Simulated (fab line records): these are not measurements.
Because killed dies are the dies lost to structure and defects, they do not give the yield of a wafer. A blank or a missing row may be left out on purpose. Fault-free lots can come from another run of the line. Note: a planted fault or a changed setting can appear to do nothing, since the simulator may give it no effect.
8D (eight disciplines) problem report, filled in by code | flow sky130 | the parts of the form that need people (team, actions taken, sign-off) are left out

== 1. PROBLEM STATEMENT ==
dose ions cm2 at SKY_VT_ADJUST_LVTN_IMPLANT_19 reads a mean of 8.203e+11 on 6 wafers of 2 lots; wafers without a fault read 6.501e+11 with a standard deviation of 7e+08. So: +99 or more standard deviations from the usual mean.
The first sign was on wafer L986.2 at day 8 17:52, on implanter-01. The record has a number at this step for 39 wafers belonging to 13 lots. Rule for "out", or "out of limits": more than 4 standard deviations from the usual mean. The rest of the wafers with a number are treated as sound.

== 2. WHAT IT IS AND WHAT IT IS NOT ==
question                    | is                                | is not
which readings at this step | dose ions cm2, faraday current uA | -
which lots                  | L986, L991                        | L100, L101, L102, L105, L106, L107, L985, L987, L988, L995, L997
which wafers of those lots  | all that have a number            | -
read on which tools         | implanter-01                      | implanter-02, implanter-03
when                        | from day 8 17:52                  | up to then (9 sound wafers); but 24 sound wafers of L100, L101, L102, L105, L106, L107, L995, L997 came after

== 3. THE SUSPECTS, EACH WITH WHAT RULES IT OUT ==
Counting: a tool stays on the suspect list if, at a process step up to the reading, it processed all lots that are out and no sound lot following the first of them.
- plasma asher-01 at SKY_VT_ADJUST_LVTN_STRIP_09 (strips in O2/N2): ruled out as a lasting fault. After its first lot that is out, L986 (day 7 21:26), sound lots L995, L100, L106 ran on it.
- implanter-01 at SKY_VT_ADJUST_LVTN_IMPLANT_19: ruled out as a lasting fault. After its first lot that is out, L986 (day 8 17:52), sound lots L101, L105, L106 ran on it.
Left after counting: nothing in the record.

== 4. THE CAUSE (what the simulator had put in) ==
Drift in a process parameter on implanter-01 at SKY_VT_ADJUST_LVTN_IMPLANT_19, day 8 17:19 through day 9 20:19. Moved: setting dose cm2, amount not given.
Counting ruled it out, wrongly.

== 5. THE CHAIN OF EFFECTS, in route order ==
Rows list readings where the struck wafers' mean (over those with a number) sits beyond 3 standard deviations from the usual. Readings are gone through only where the record gives a usual standard deviation; hours: the median, over the lots, of the time from a lot's start at the first step in this table giving one to that lot's start at this step; sigmas: the change measured in usual standard deviations.
hours | step                          | reading            | usual     | on struck wafers | change     | sigmas
0     | SKY_VT_ADJUST_LVTN_IMPLANT_19 | dose ions cm2      | 6.501e+11 | 8.203e+11        | +1.702e+11 | +99 or more
0     | SKY_VT_ADJUST_LVTN_IMPLANT_19 | faraday current uA | 3.67      | 4.62             | +0.95      | +13
Its process steps:
- SKY_VT_ADJUST_LVTN_IMPLANT_19
Later measuring or inspecting steps at which every struck wafer that the step has a row for has a number for every such reading, and none has moved that far: SKY_VT_ADJUST_LVTN_TW_MEAS_21.

== 6. HOW IT WOULD HAVE BEEN CAUGHT EARLIER ==
In this record the first reading out of limits was taken at day 8 17:52, 1 hour after the fault began at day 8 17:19.
